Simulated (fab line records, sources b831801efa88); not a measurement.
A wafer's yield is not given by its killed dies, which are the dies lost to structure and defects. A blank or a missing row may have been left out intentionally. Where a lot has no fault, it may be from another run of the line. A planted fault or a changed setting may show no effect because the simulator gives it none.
Which tool did it? / flow gf180mcu / 6 lots (18 wafers sampled), 1 step of a 602-step route

WHAT THE GAUGES READ, wafer by wafer
GF_STI_THK_MEAS_04.
lot=L440; measured=day 1 23:34; on=film_metro-02; STI_CVD_03_THK (nm)=205.3 207.4 205.9
lot=L444; measured=day 2 21:26; on=film_metro-01; STI_CVD_03_THK (nm)=208.9 207.9 207.4
lot=L446; measured=day 3 05:34; on=film_metro-02; STI_CVD_03_THK (nm)=207.3 208.0 207.6
lot=L450; measured=day 4 02:33; on=film_metro-04; STI_CVD_03_THK (nm)=205.8 206.4 205.7
lot=L455; measured=day 5 03:55; on=film_metro-01; STI_CVD_03_THK (nm)=208.5 210.8 209.4
lot=L457; measured=day 5 13:01; on=film_metro-04; STI_CVD_03_THK (nm)=205.2 204.7 204.5

EACH LOT AND THE TOOL THAT RAN IT (in order: tool; ch and the chambers of the sampled wafers; start)
The record holds no process step before these readings.

THE ANSWER, worked out from the rows above alone
Rule: the usual values come from the lots themselves. The widest of any qualifying gaps counts: lots, ordered by their means at a reading, are off when they make up no more than a third of the lots, leave a main group of 4 or more, and stand apart from it by 3 or more times the standard deviation of that group's means. Not used: any main group whose means are identical at the precision the tables above print for the reading. Also off: a lot with no number at a reading for which 4 or more lots have one. All remaining lots with rows at the step are treated as sound.
None of the lots is off at any reading shown; this tells nothing.

WHAT THE SIMULATOR HAD PUT IN
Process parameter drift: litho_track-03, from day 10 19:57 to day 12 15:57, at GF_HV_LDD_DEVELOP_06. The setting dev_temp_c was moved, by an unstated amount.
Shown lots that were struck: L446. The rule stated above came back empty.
